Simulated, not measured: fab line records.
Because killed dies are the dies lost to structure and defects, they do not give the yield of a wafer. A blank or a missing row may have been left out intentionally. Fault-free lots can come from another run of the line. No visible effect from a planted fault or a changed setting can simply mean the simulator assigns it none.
fab line records + flow sky130
record:
- lots: 6
- wafers: 18
- lastDay: 50
route steps=708 shown LDD_HVN@274 LDD_HVP@278 LDD_LDN@289 PAD_OPEN@708
lots that met no fault: from a run of the same line without faults
startH: the number of hours between the record's first day and the start of the first shown wafer of the lot + waitH: time in hours since the lot's previous step + " same as the row above + L1.1+2: a row that stands for several wafers + - either no value or no given start + * or withheld: withheld + < > ~ a bound
route shown NAME@n: names a module that has steps shown in the file, with the first one's number in the route + usual: average and standard deviation across the fault-free wafers + same: alike in all rows + chamber/n: place in a boat + sites: readings site by site + _std_site: standard deviation across them + _edge_site: outer sites' mean less inner sites' + radiusMm: for every site, how far away it sits from the centre of the wafer + mask NAME#n: copy n + behind: the most recent tool/chamber to have shaped the wafer + hold: why the lot was held/for how many hours/how that ended + device: the transistor (n, p or np) that didn't switch + end of line: at the end of the route, the tests of the same wafers + for a step that has no rows: nothing shown but its recipe + killed: dies that structure and defects cost at the first sort, which is not the same as the wafer's yield + map: per-die view of a wafer (x killed, . not killed, _ where there is no die)
set.NAME: the setting as run; set.NAME@STEP: as run at that earlier step + model.NAME: the simulator's own value behind a step, which no gauge read
a table for each step, a row for each wafer; lots at some steps of the route
services: from which hour (startH, from the record's first day; less than 0 if before it) a tool's chamber was out of use, for how many hours, and why
== steps ==
step: SKY_LDD_HVN_OVL_MEAS_07
usual:
- LDD_HVN_OVL: 1.4/1.3
| lot.wafer | tool       | chamber | startH | waitH | LDD_HVN_OVL[nm] |
|-----------|------------|---------|--------|-------|-----------------|
| L656.4    | overlay-01 | -       | 456.49 | 0.1   | 1.7             |
| L656.5    | "          | -       | "      | "     | 0.5             |
| L656.6    | "          | -       | "      | "     | 1.8             |
| L664.1    | overlay-01 | -       | 540.32 | 0.1   | 1.9             |
| L664.3    | "          | -       | "      | "     | 0.8             |
| L664.6    | "          | -       | "      | "     | 1.0             |
| L666.1    | overlay-02 | -       | 545.97 | 0.1   | 0.8             |
| L666.2    | "          | -       | "      | "     | -0.3            |
| L666.5    | "          | -       | "      | "     | 1.4             |
| L665.3    | overlay-01 | -       | 548.37 | 0.1   | -0.6            |
| L665.4    | "          | -       | "      | "     | -1.9            |
| L665.6    | "          | -       | "      | "     | -0.7            |
| L672.2    | overlay-02 | -       | 605.76 | 0.1   | -0.1            |
| L672.5    | "          | -       | "      | "     | 1.0             |
| L672.6    | "          | -       | "      | "     | -0.2            |
| L675.4    | overlay-02 | -       | 631.92 | 0.1   | 2.5             |
| L675.5    | "          | -       | "      | "     | 2.0             |
| L675.6    | "          | -       | "      | "     | -1.3            |
step: SKY_LDD_HVN_IMPLANT_08
recipe:
- species: P
- energyKev: 60
- doseCm2: 3e+13
- tiltDeg: 40
step: SKY_LDD_HVN_STRIP_09
recipe:
- chemistry: O2/N2
- powerW: 1400
- pressureMtorr: 1500
- platenTempC: withheld
- o2FlowSccm: 3000
- n2FlowSccm: 300
- overashFraction: 0.5
usual:
- drypumpMotorCurrentA: 6.0/0.4
- oesProductAu: 0.407/0.0045
- stripTimeToEndpointS: 4.111/0.013
| lot.wafer | tool           | chamber | startH | waitH | drypumpMotorCurrentA | oesProductAu | rfHoursCounterH | stripTimeToEndpointS |
|-----------|----------------|---------|--------|-------|----------------------|--------------|-----------------|----------------------|
| L656.4    | plasmaAsher-03 | 1       | 456.69 | 0.1   | 5.5                  | 0.413        | -               | 4.108                |
| L656.5    | "              | 1       | "      | "     | 5.5                  | 0.408        | -               | 4.126                |
| L656.6    | "              | 0       | "      | "     | 6.5                  | 0.403        | -               | 4.142                |
| L664.1    | plasmaAsher-01 | 0       | 540.51 | 0.1   | 5.5                  | 0.405        | 83              | 4.122                |
| L664.3    | "              | 1       | "      | "     | 5.9                  | 0.406        | -               | 4.135                |
| L664.6    | "              | 1       | "      | "     | 5.9                  | 0.410        | -               | 4.112                |
| L666.1    | plasmaAsher-01 | 0       | 546.16 | 0.1   | 5.6                  | 0.410        | 84              | 4.115                |
| L666.2    | "              | 1       | "      | "     | 5.9                  | 0.404        | 84              | 4.109                |
| L666.5    | "              | 1       | "      | "     | 5.9                  | 0.402        | -               | 4.100                |
| L665.3    | plasmaAsher-03 | 0       | 548.58 | 0.1   | 6.5                  | 0.406        | -               | 4.139                |
| L665.4    | "              | 1       | "      | "     | 5.5                  | 0.409        | -               | 4.123                |
| L665.6    | "              | 0       | "      | "     | 6.5                  | 0.401        | -               | 4.121                |
| L672.2    | plasmaAsher-03 | 0       | 605.94 | 0.1   | 6.5                  | 0.412        | 80              | 4.106                |
| L672.5    | "              | 1       | "      | "     | 5.5                  | 0.413        | -               | 4.111                |
| L672.6    | "              | 0       | "      | "     | 6.5                  | 0.416        | -               | 4.093                |
| L675.4    | plasmaAsher-04 | 1       | 632.13 | 0.1   | 6.0                  | 0.410        | -               | 4.114                |
| L675.5    | "              | 1       | "      | "     | 6.0                  | 0.411        | -               | 4.128                |
| L675.6    | "              | 0       | "      | "     | 6.4                  | 0.415        | -               | 4.127                |
step: SKY_LDD_HVN_TW_MEAS_10
usual:
- LDD_HVN_TW: 1448/16
| lot.wafer | tool         | chamber | startH | waitH | LDD_HVN_TW |
|-----------|--------------|---------|--------|-------|------------|
| L656.4    | filmMetro-02 | -       | 456.79 | 0.1   | 1466       |
| L656.5    | "            | -       | "      | "     | 1473       |
| L656.6    | "            | -       | "      | "     | 1468       |
| L664.1    | filmMetro-02 | -       | 540.61 | 0.1   | 1466       |
| L664.3    | "            | -       | "      | "     | 1457       |
| L664.6    | "            | -       | "      | "     | 1467       |
| L666.1    | filmMetro-04 | -       | 546.26 | 0.1   | 1428       |
| L666.2    | "            | -       | "      | "     | 1427       |
| L666.5    | "            | -       | "      | "     | 1423       |
| L665.3    | filmMetro-04 | -       | 548.66 | 0.1   | 1435       |
| L665.4    | "            | -       | "      | "     | 1431       |
| L665.6    | "            | -       | "      | "     | 1424       |
| L672.2    | filmMetro-01 | -       | 606.05 | 0.1   | 1451       |
| L672.5    | "            | -       | "      | "     | 1450       |
| L672.6    | "            | -       | "      | "     | 1451       |
| L675.4    | filmMetro-01 | -       | 632.22 | 0.1   | 1457       |
| L675.5    | "            | -       | "      | "     | 1453       |
| L675.6    | "            | -       | "      | "     | 1451       |
step: SKY_LDD_HVP_DEHYDRATE_00
recipe:
- tempC: 200
- timeS: 60
step: SKY_LDD_HVP_HMDS_01
recipe:
- primeTimeS: 60
- primeTempC: 120
step: SKY_LDD_HVP_COAT_02
recipe:
- resist: NOVOLAK
- spinRpm: 3000
- resistThkNm: 300
step: SKY_LDD_HVP_SOFTBAKE_03
recipe:
- tempC: 90
- timeS: 60
- resist: NOVOLAK
step: SKY_LDD_HVP_EXPOSE_04
recipe:
- maskId: HVPTM
- na: 0.6
- sourceShape: conventional
- sigmaOuter: 0.6
- polarization: unpolarized
- targetCdNm: 700
- doseMj: 86
step: SKY_LDD_HVP_PEB_05
recipe:
- tempC: withheld
- timeS: *
- resist: NOVOLAK
step: SKY_LDD_HVP_DEVELOP_06
recipe:
- resist: NOVOLAK
- developer: TMAH
- developTimeS: 60
- devTempC: 23
step: SKY_LDD_HVP_OVL_MEAS_07
usual:
- LDD_HVP_OVL: -0.4/1.3
| lot.wafer | tool       | chamber | startH | waitH | LDD_HVP_OVL[nm] |
|-----------|------------|---------|--------|-------|-----------------|
| L656.4    | overlay-02 | -       | 487.39 | 0.1   | -1.6            |
| L656.5    | "          | -       | "      | "     | -2.3            |
| L656.6    | "          | -       | "      | "     | -2.4            |
| L664.1    | overlay-01 | -       | 569.41 | 0.1   | 1.5             |
| L664.3    | "          | -       | "      | "     | 1.1             |
| L664.6    | "          | -       | "      | "     | -0.1            |
| L666.1    | overlay-01 | -       | 575.21 | 0.1   | 0.5             |
| L666.2    | "          | -       | "      | "     | -1.2            |
| L666.5    | "          | -       | "      | "     | -0.7            |
| L665.3    | overlay-02 | -       | 578.12 | 0.1   | 1.5             |
| L665.4    | "          | -       | "      | "     | 1.2             |
| L665.6    | "          | -       | "      | "     | 0.1             |
| L672.2    | overlay-01 | -       | 634.43 | 0.1   | 2.4             |
| L672.5    | "          | -       | "      | "     | 0.0             |
| L672.6    | "          | -       | "      | "     | 0.9             |
| L675.4    | overlay-01 | -       | 659.98 | 0.1   | 0.9             |
| L675.5    | "          | -       | "      | "     | -0.8            |
| L675.6    | "          | -       | "      | "     | -2.2            |
step: SKY_LDD_HVP_IMPLANT_08
recipe:
- species: B
- energyKev: 20
- doseCm2: 1.7e+13
- tiltDeg: 17.9
usual:
- beamOnS: 10.01/0.18
- endStationPressureTorr: 5.04e-06/2.8e-07
- faradayCurrentUA: 95.8/1.7
- tiltDeg: 17.899/0.02
| lot.wafer | tool         | chamber | startH | waitH | beamOnS | endStationPressureTorr | faradayCurrentUA | tiltDeg |
|-----------|--------------|---------|--------|-------|---------|------------------------|------------------|---------|
| L656.4    | implanter-04 | 0       | 487.48 | 0.1   | 10.06   | 4.79e-06               | 94.5             | 17.914  |
| L656.5    | "            | 0       | "      | "     | 9.92    | 5.03e-06               | 96.3             | 17.911  |
| L656.6    | "            | 0       | "      | "     | 9.83    | 4.94e-06               | 97.5             | 17.893  |
| L664.1    | implanter-04 | 0       | 569.45 | 0.0   | 10.03   | 4.39e-06               | 94.9             | 17.888  |
| L664.3    | "            | 0       | "      | "     | 9.98    | 5.01e-06               | 96.4             | 17.894  |
| L664.6    | "            | 0       | "      | "     | 9.98    | 5.44e-06               | 96.1             | 17.922  |
| L666.1    | implanter-03 | 0       | 575.24 | 0.0   | 12.75   | 0.00011585             | 76.1             | 17.867  |
| L666.2    | "            | 0       | "      | "     | 12.46   | 0.00011635             | 77.5             | 17.898  |
| L666.5    | "            | 0       | "      | "     | 12.96   | 0.00011885             | 74.9             | 17.916  |
| L665.3    | implanter-03 | 0       | 578.20 | 0.1   | 12.89   | 0.00011707             | 75.1             | 17.883  |
| L665.4    | "            | 0       | "      | "     | 12.60   | 0.00012422             | 76.7             | 17.897  |
| L665.6    | "            | 0       | "      | "     | 12.72   | 0.00012549             | 76.1             | 17.906  |
| L672.2    | implanter-01 | 0       | 634.48 | 0.0   | 9.95    | 5.18e-06               | 96.0             | 17.906  |
| L672.5    | "            | 0       | "      | "     | 9.95    | 5.51e-06               | 96.8             | 17.901  |
| L672.6    | "            | 0       | "      | "     | 10.21   | 4.98e-06               | 93.5             | 17.916  |
| L675.4    | implanter-03 | 0       | 660.07 | 0.1   | 10.15   | 5.37e-06               | 94.3             | 17.863  |
| L675.5    | "            | 0       | "      | "     | 10.17   | 5.13e-06               | 94.2             | 17.862  |
| L675.6    | "            | 0       | "      | "     | 10.15   | 5.27e-06               | 94.5             | 17.880  |
step: SKY_LDD_HVP_STRIP_09
recipe:
- chemistry: O2/N2
- powerW: 1400
- pressureMtorr: 1500
- platenTempC: withheld
- o2FlowSccm: 3000
- n2FlowSccm: 300
- overashFraction: 0.5
usual:
- drypumpMotorCurrentA: 5.7/0.51
- oesProductAu: 0.408/0.005
- stripTimeToEndpointS: 4.131/0.016
| lot.wafer | tool           | chamber | startH | waitH | drypumpMotorCurrentA | oesProductAu | rfHoursCounterH | stripTimeToEndpointS |
|-----------|----------------|---------|--------|-------|----------------------|--------------|-----------------|----------------------|
| L656.4    | plasmaAsher-03 | 0       | 487.59 | 0.1   | 6.5                  | 0.398        | -               | 4.114                |
| L656.5    | "              | 0       | "      | "     | 6.5                  | 0.417        | -               | 4.128                |
| L656.6    | "              | 1       | "      | "     | 5.5                  | 0.404        | -               | 4.126                |
| L664.1    | plasmaAsher-02 | 1       | 569.60 | 0.1   | 4.9                  | 0.401        | 47              | 4.151                |
| L664.3    | "              | 1       | "      | "     | 4.9                  | 0.408        | -               | 4.143                |
| L664.6    | "              | 1       | "      | "     | 4.9                  | 0.397        | -               | 4.145                |
| L666.1    | plasmaAsher-03 | 0       | 575.39 | 0.1   | 6.6                  | 0.399        | 77              | 4.136                |
| L666.2    | "              | 1       | "      | "     | 5.5                  | 0.409        | 77              | 4.134                |
| L666.5    | "              | 0       | "      | "     | 6.5                  | 0.410        | -               | 4.121                |
| L665.3    | plasmaAsher-03 | 1       | 578.33 | 0.1   | 5.5                  | 0.409        | -               | 4.127                |
| L665.4    | "              | 0       | "      | "     | 6.5                  | 0.417        | -               | 4.119                |
| L665.6    | "              | 0       | "      | "     | 6.5                  | 0.406        | -               | 4.118                |
| L672.2    | plasmaAsher-02 | 0       | 634.61 | 0.1   | 5.7                  | 0.405        | 53              | 4.148                |
| L672.5    | "              | 0       | "      | "     | 5.7                  | 0.405        | -               | 4.145                |
| L672.6    | "              | 1       | "      | "     | 4.8                  | 0.405        | -               | 4.146                |
| L675.4    | plasmaAsher-03 | 1       | 660.18 | 0.1   | 5.5                  | 0.413        | -               | 4.120                |
| L675.5    | "              | 1       | "      | "     | 5.5                  | 0.398        | -               | 4.135                |
| L675.6    | "              | 0       | "      | "     | 6.5                  | 0.399        | -               | 4.116                |
step: SKY_LDD_HVP_TW_MEAS_10
usual:
- LDD_HVP_TW: 460/5.5
| lot.wafer | tool         | chamber | startH | waitH | LDD_HVP_TW |
|-----------|--------------|---------|--------|-------|------------|
| L656.4    | filmMetro-04 | -       | 487.69 | 0.1   | 452        |
| L656.5    | "            | -       | "      | "     | 453        |
| L656.6    | "            | -       | "      | "     | 452        |
| L664.1    | filmMetro-04 | -       | 569.70 | 0.1   | 455        |
| L664.3    | "            | -       | "      | "     | 455        |
| L664.6    | "            | -       | "      | "     | 454        |
| L666.1    | filmMetro-04 | -       | 575.49 | 0.1   | 492        |
| L666.2    | "            | -       | "      | "     | 491        |
| L666.5    | "            | -       | "      | "     | 490        |
| L665.3    | filmMetro-04 | -       | 578.42 | 0.1   | 486        |
| L665.4    | "            | -       | "      | "     | 486        |
| L665.6    | "            | -       | "      | "     | 488        |
| L672.2    | filmMetro-03 | -       | 634.72 | 0.1   | 461        |
| L672.5    | "            | -       | "      | "     | 459        |
| L672.6    | "            | -       | "      | "     | 457        |
| L675.4    | filmMetro-03 | -       | 660.28 | 0.1   | 457        |
| L675.5    | "            | -       | "      | "     | 455        |
| L675.6    | "            | -       | "      | "     | 456        |
step: SKY_LDD_LDN_DEHYDRATE_00
recipe:
- tempC: 200
- timeS: 60
step: SKY_PAD_OPEN_PROBE_99
usual:
- killed_at_M0_to_M3: 44/6.8
- killed_at_M4_up: 2.9/1.9
- killedAtContacts: 24/5.2
- killedAtFrontEnd: 16/4.1
- killedAtOther: 0.4/0.74
- killedDies: 88/9.1
- killedOpen: 48/7.2
- killedShort: 39/5.6
same:
- grossDies: 492
- killedAtBackSide: 0
| lot.wafer | tool      | chamber | startH  | waitH | killed_at_M0_to_M3 | killed_at_M4_up | killedAtContacts | killedAtFrontEnd | killedAtOther | killedDies | killedOpen | killedShort | model.etest.tip_p_5v.rsOhmSq | model.etest.pfetG5v0d10v5.rOnOhmUm | model.etest.pfetG5v0d10v5.driveUaUm |
|-----------|-----------|---------|---------|-------|--------------------|-----------------|------------------|------------------|---------------|------------|------------|-------------|------------------------------|------------------------------------|-------------------------------------|
| L656.4    | prober-02 | -       | 1069.83 | 0.2   | 34                 | 1               | 15               | 12               | 1             | 63         | 32         | 31          | 2850                         | 4720                               | 343.8                               |
| L656.5    | prober-02 | -       | 1069.88 | 0.2   | 39                 | 5               | 20               | 13               | 1             | 78         | 40         | 38          | 2830                         | 4684                               | 346.1                               |
| L656.6    | prober-02 | -       | 1069.93 | 0.2   | 41                 | 5               | 15               | 7                | 0             | 68         | 37         | 30          | 2840                         | 4644                               | 348.7                               |
| L664.1    | prober-02 | -       | 1129.44 | 0.1   | 56                 | 1               | 32               | 18               | 0             | 107        | 61         | 43          | 2855                         | 4708                               | 341.2                               |
| L664.3    | prober-02 | -       | 1129.54 | 0.2   | 47                 | 4               | 30               | 13               | 0             | 94         | 49         | 45          | 2848                         | 4712                               | 349.3                               |
| L664.6    | prober-02 | -       | 1129.69 | 0.2   | 35                 | 2               | 23               | 14               | 3             | 77         | 41         | 35          | 2857                         | 4789                               | 341.4                               |
| L666.1    | prober-01 | -       | 1130.94 | 0.1   | 44                 | 9               | 40               | 18               | 0             | 111        | 62         | 49          | 2412                         | 4611                               | 353.4                               |
| L666.2    | prober-01 | -       | 1130.99 | 0.1   | 40                 | 4               | 22               | 18               | 0             | 84         | 40         | 44          | 2395                         | 4603                               | 355.3                               |
| L666.5    | prober-01 | -       | 1131.14 | 0.2   | 46                 | 4               | 28               | 10               | 0             | 88         | 50         | 37          | 2413                         | 4592                               | 355.8                               |
| L665.3    | prober-02 | -       | 1132.05 | 0.2   | 39                 | 1               | 19               | 16               | 0             | 75         | 41         | 34          | 2400                         | 4687                               | 346.7                               |
| L665.4    | prober-02 | -       | 1132.10 | 0.2   | 34                 | 2               | 32               | 14               | 0             | 82         | 42         | 39          | 2415                         | 4632                               | 351.9                               |
| L665.6    | prober-02 | -       | 1132.20 | 0.2   | 42                 | 1               | 18               | 18               | 0             | 79         | 42         | 37          | 2404                         | 4676                               | 347.7                               |
| L672.2    | prober-02 | -       | 1166.42 | 0.1   | 50                 | 1               | 27               | 9                | 1             | 88         | 50         | 38          | 2879                         | 4802                               | 337.1                               |
| L672.5    | prober-02 | -       | 1166.57 | 0.2   | 45                 | 5               | 24               | 16               | 0             | 90         | 51         | 39          | 2868                         | 4776                               | 337.9                               |
| L672.6    | prober-02 | -       | 1166.62 | 0.2   | 36                 | 3               | 29               | 21               | 0             | 89         | 42         | 47          | 2877                         | 4725                               | 338.2                               |
| L675.4    | prober-01 | -       | 1189.03 | 0.2   | 35                 | 1               | 24               | 18               | 0             | 78         | 46         | 32          | 2866                         | 4718                               | 341.3                               |
| L675.5    | prober-01 | -       | 1189.08 | 0.2   | 49                 | 1               | 22               | 15               | 0             | 87         | 42         | 45          | 2856                         | 4769                               | 339.9                               |
| L675.6    | prober-01 | -       | 1189.13 | 0.2   | 37                 | 4               | 29               | 8                | 0             | 78         | 38         | 39          | 2855                         | 4643                               | 347.2                               |
killed by level:class
L656.4 CONTACT:geometricParticle:open=8 VIA1:geometricParticle:open=6 VIA2:geometricParticle:short=6 FIELD_ISO:geometricParticle:short=5 VIA3:geometricParticle:open=5 LI_CONTACT:geometricParticle:open=4 VIA1:geometricParticle:short=3 VIA2:geometricParticle:open=3
L656.5 VIA1:geometricParticle:open=10 CONTACT:geometricParticle:open=8 METAL1:geometricParticle:short=7 LI_CONTACT:geometricParticle:open=6 VIA2:geometricParticle:open=5 METAL2:geometricParticle:short=5 METAL4:geometricParticle:short=4 SPACER:geometricParticle:short=3
L656.6 VIA1:geometricParticle:open=12 CONTACT:geometricParticle:open=8 METAL2:geometricParticle:short=7 VIA3:geometricParticle:open=7 CONTACT:geometricParticle:short=4 VIA1:geometricParticle:short=3 VIA2:geometricParticle:open=3 VIA3:geometricParticle:short=3
L664.1 VIA1:geometricParticle:open=15 LI_CONTACT:geometricParticle:open=10 CONTACT:geometricParticle:open=9 VIA3:geometricParticle:open=8 VIA2:geometricParticle:open=6 LI_CONTACT:geometricParticle:short=5 METAL2:geometricParticle:short=5 METAL1:geometricParticle:short=5
L664.3 VIA3:geometricParticle:open=11 LOCAL_INTERCONNECT:geometricParticle:short=8 VIA1:geometricParticle:open=8 CONTACT:geometricParticle:short=7 CONTACT:geometricParticle:open=7 FIELD_ISO:geometricParticle:open=5 VIA2:geometricParticle:open=5 LI_CONTACT:geometricParticle:short=4
L664.6 VIA2:geometricParticle:open=7 CONTACT:geometricParticle:open=6 VIA1:geometricParticle:open=6 LI_CONTACT:geometricParticle:open=5 CONTACT:geometricParticle:short=5 FIELD_ISO:geometricParticle:short=4 VIA3:geometricParticle:open=4 LI_CONTACT:geometricParticle:short=3
L666.1 CONTACT:geometricParticle:open=18 VIA1:geometricParticle:open=11 LI_CONTACT:geometricParticle:open=9 POLY_GATE:geometricParticle:short=8 VIA2:geometricParticle:open=7 METAL1:geometricParticle:short=6 METAL4:geometricParticle:short=6 LOCAL_INTERCONNECT:geometricParticle:short=6
L666.2 LI_CONTACT:geometricParticle:open=9 METAL1:geometricParticle:short=7 CONTACT:geometricParticle:open=6 VIA1:geometricParticle:short=6 POLY_GATE:geometricParticle:open=5 POLY_GATE:geometricParticle:short=5 LOCAL_INTERCONNECT:geometricParticle:short=5 VIA1:geometricParticle:open=5
L666.5 CONTACT:geometricParticle:open=11 LI_CONTACT:geometricParticle:open=10 VIA2:geometricParticle:open=10 VIA1:geometricParticle:open=7 VIA2:geometricParticle:short=6 METAL2:geometricParticle:short=5 METAL1:geometricParticle:short=5 FIELD_ISO:geometricParticle:short=4
L665.3 VIA3:geometricParticle:open=9 VIA1:geometricParticle:open=9 LI_CONTACT:geometricParticle:open=6 METAL1:geometricParticle:short=5 FIELD_ISO:geometricParticle:short=4 VIA1:geometricParticle:short=4 CONTACT:geometricParticle:open=4 POLY_GATE:geometricParticle:open=3
L665.4 CONTACT:geometricParticle:open=15 VIA1:geometricParticle:open=7 LI_CONTACT:geometricParticle:open=7 FIELD_ISO:geometricParticle:short=6 METAL1:geometricParticle:short=5 LOCAL_INTERCONNECT:geometricParticle:short=5 VIA3:geometricParticle:open=5 VIA2:geometricParticle:open=4
L665.6 VIA1:geometricParticle:open=9 LI_CONTACT:geometricParticle:open=6 LOCAL_INTERCONNECT:geometricParticle:short=6 VIA2:geometricParticle:open=6 VIA3:geometricParticle:open=6 FIELD_ISO:geometricParticle:open=5 METAL2:geometricParticle:short=5 FIELD_ISO:geometricParticle:short=4
L672.2 CONTACT:geometricParticle:open=12 VIA2:geometricParticle:open=10 VIA1:geometricParticle:open=10 LI_CONTACT:geometricParticle:open=7 VIA1:geometricParticle:short=6 LOCAL_INTERCONNECT:geometricParticle:short=5 METAL1:geometricParticle:short=5 METAL2:geometricParticle:short=5
L672.5 CONTACT:geometricParticle:open=12 VIA1:geometricParticle:open=8 METAL2:geometricParticle:short=8 LOCAL_INTERCONNECT:geometricParticle:short=7 POLY_GATE:geometricParticle:open=6 VIA3:geometricParticle:open=6 FIELD_ISO:geometricParticle:open=5 VIA2:geometricParticle:short=5
L672.6 LI_CONTACT:geometricParticle:open=9 VIA1:geometricParticle:open=8 POLY_GATE:geometricParticle:short=6 CONTACT:geometricParticle:short=6 METAL3:geometricParticle:short=6 VIA2:geometricParticle:short=6 POLY_GATE:geometricParticle:open=5 LOCAL_INTERCONNECT:geometricParticle:short=5
L675.4 VIA1:geometricParticle:open=11 POLY_GATE:geometricParticle:open=8 LI_CONTACT:geometricParticle:open=6 CONTACT:geometricParticle:short=6 CONTACT:geometricParticle:open=6 VIA3:geometricParticle:open=6 METAL1:geometricParticle:short=4 VIA3:geometricParticle:short=4
L675.5 VIA1:geometricParticle:open=10 CONTACT:geometricParticle:open=9 VIA1:geometricParticle:short=8 METAL1:geometricParticle:short=7 VIA2:geometricParticle:open=6 VIA3:geometricParticle:open=6 CONTACT:geometricParticle:short=5 VIA3:geometricParticle:short=5
L675.6 CONTACT:geometricParticle:open=9 LI_CONTACT:geometricParticle:open=8 METAL1:geometricParticle:short=6 VIA1:geometricParticle:open=6 CONTACT:geometricParticle:short=5 VIA2:geometricParticle:open=5 LI_CONTACT:geometricParticle:short=4 METAL2:geometricParticle:short=4
== services ==
| tool           | chamber | startH | hours | kind   |
|----------------|---------|--------|-------|--------|
| plasmaAsher-03 | -       | 443.10 | 3.8   | repair |
| implanter-04   | -       | 452.59 | 17.8  | pm     |
| plasmaAsher-01 | -       | 453.39 | 2.4   | repair |
| plasmaAsher-01 | -       | 470.93 | 2.8   | pm     |
| plasmaAsher-02 | -       | 479.13 | 0.7   | repair |
| plasmaAsher-03 | -       | 494.85 | 0.6   | repair |
| implanter-01   | -       | 506.60 | 1.6   | repair |
| implanter-03   | -       | 512.46 | 1.0   | repair |
| implanter-01   | -       | 536.94 | 5.2   | pm     |
| implanter-01   | -       | 562.01 | 5.3   | pm     |
| implanter-04   | -       | 565.82 | 3.3   | repair |
| implanter-01   | -       | 570.26 | 3.4   | repair |
| implanter-04   | -       | 576.37 | 10.3  | repair |
| implanter-03   | -       | 581.42 | 2.2   | repair |
| implanter-01   | -       | 593.12 | 1.1   | repair |
| plasmaAsher-04 | -       | 595.26 | 1.8   | repair |
| implanter-01   | -       | 608.50 | 22.8  | pm     |
| plasmaAsher-04 | -       | 614.38 | 3.8   | repair |
| implanter-03   | -       | 631.69 | 3.5   | repair |
| implanter-01   | -       | 651.65 | 6.2   | repair |
| plasmaAsher-02 | -       | 657.76 | 7.0   | repair |
== key ==
firstSign:
- step: SKY_LDD_HVP_IMPLANT_08
- reading: endStationPressureTorr
- direction: up
- sigmas: 99+
- usual: 5.04e-06
- struck: 0.00011964
effect:
- step: SKY_LDD_HVP_IMPLANT_08
- reading: beamOnS
- direction: up
- sigmas: 15
- usual: 10.01
- struck: 12.73
effect:
- step: SKY_LDD_HVP_TW_MEAS_10
- reading: LDD_HVP_TW
- direction: up
- sigmas: 5.3
- usual: 460
- struck: 489
modelEffect:
- step: SKY_PAD_OPEN_PROBE_99
- value: etest.tip_p_5v.rsOhmSq
- without: 2861
- struck: 2407
metAt SKY_LDD_HVP_IMPLANT_08
struckWafers L665.3,L665.4,L665.6,L666.1,L666.2,L666.5
testerLeftOut L665,L666
fault:
- kind: processParameterDrift
- tool: implanter-03
- chamber: -
- onsetH: 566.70
- steps: SKY_LDD_HVP_IMPLANT_08
- channel: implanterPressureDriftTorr
- offset: 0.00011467
- shape: step
- endH: 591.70
fault:
- kind: processParameterDrift
- tool: implanter-03
- chamber: -
- onsetH: 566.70
- steps: SKY_LDD_HVP_IMPLANT_08
- channel: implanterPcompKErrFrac
- offset: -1
- shape: step
- endH: 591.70
testerLeftOut: of these lots the tester's yield and bins aren't shown, on N5 and GAA mostly nor the transistor test; their killed dies are dies lost to structure and defects alone, not to doping, threshold or leakage, so they don't give the yield
